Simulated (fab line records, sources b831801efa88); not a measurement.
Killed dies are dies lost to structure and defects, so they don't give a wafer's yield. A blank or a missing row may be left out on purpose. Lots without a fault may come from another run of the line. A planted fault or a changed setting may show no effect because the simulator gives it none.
One fault seen from 2 desks | flow gf180mcu | each desk has only its own numbers; what lay behind them comes last

THE TOOL OWNER'S DESK: cvd_w-01
The tool's own readings at GF_V3_CVD_23 (deposits W, target thk 350 nm, time 104.9 s): means of the sampled wafers that have a number, for each lot that ran on this tool. A lot is out of limits, marked OUT, if its mean lies more than 4 standard deviations from the usual mean; the brackets give that distance.
Columns: A = heater_power_w at GF_V3_CVD_23, usual 967 W
lot  | first seen here | A
L694 | day 23 17:40    | 1046
L704 | day 27 02:52    | 1022
L705 | day 27 12:29    | 1022
L707 | day 27 22:17    | 1065
This desk's finding: nothing out of limits on any of the 4 lots.

THE METROLOGY DESK
What the gauges read, lot by lot, whatever tool the lot ran on: means of the sampled wafers that have a number. A lot is out of limits, marked OUT, if its mean lies more than 4 standard deviations from the usual mean; the brackets give that distance.
Columns: A = V3_CVD_00_THK at GF_V3_THK_MEAS_01, usual 601 nm; B = V3_W_RS at GF_V3_RS_MEAS_24, usual 0.3271 ohm/sq; C = V3_W_THK at GF_V3_THK_MEAS_25, usual 338 nm; D = M4_ALCU_RS at GF_M4_RS_MEAS_05, usual 0.0700 ohm/sq
lot  | first seen here | A   | B                | C             | D
L692 | day 21 17:37    | 604 | 0.3285           | 339           | 0.0709
L694 | day 22 17:26    | 600 | 0.3272           | 339           | 0.0694
L695 | day 23 00:29    | 605 | 0.3233           | 337           | 0.0700
L696 | day 23 09:56    | 601 | 0.3282           | 340           | 0.0713
L703 | day 25 20:02    | 606 | 0.3257           | 335           | 0.0695
L704 | day 26 04:40    | 607 | 0.4066 (+28) OUT | 282 (-16) OUT | 0.0693
L705 | day 26 13:43    | 611 | 0.3764 (+18) OUT | 301 (-11) OUT | 0.0699
L707 | day 27 00:10    | 596 | 0.4247 (+35) OUT | 268 (-20) OUT | 0.0702
L709 | day 27 11:06    | 597 | 0.3265           | 339           | 0.0696
L710 | day 27 21:05    | 590 | 0.3285           | 333           | 0.0704
L714 | day 28 20:58    | 589 | 0.3295           | 336           | 0.0698
This desk's finding: out of limits on L704, L705, L707; first on L704, day 27 02:59 (V3_W_RS at GF_V3_RS_MEAS_24). In limits: L692, L694, L695, L696, L703, L709, L710, L714.

PUT TOGETHER
The metrology desk could have raised an alarm at day 27 02:59, on L704, L705, L707.
The tool owner's desk saw nothing out of limits.
The tool owner's desk has L704, L705, L707 on record, within its limits.
Of the lots named, all ran GF_V3_CVD_23 on cvd_w-01.

WHAT THE SIMULATOR HAD PUT IN
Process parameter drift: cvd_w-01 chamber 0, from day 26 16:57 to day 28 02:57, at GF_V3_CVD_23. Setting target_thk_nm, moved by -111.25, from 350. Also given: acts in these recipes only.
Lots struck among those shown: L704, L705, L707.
Hours from the fault's start to each desk's first reading out of limits: the metrology desk, 10.
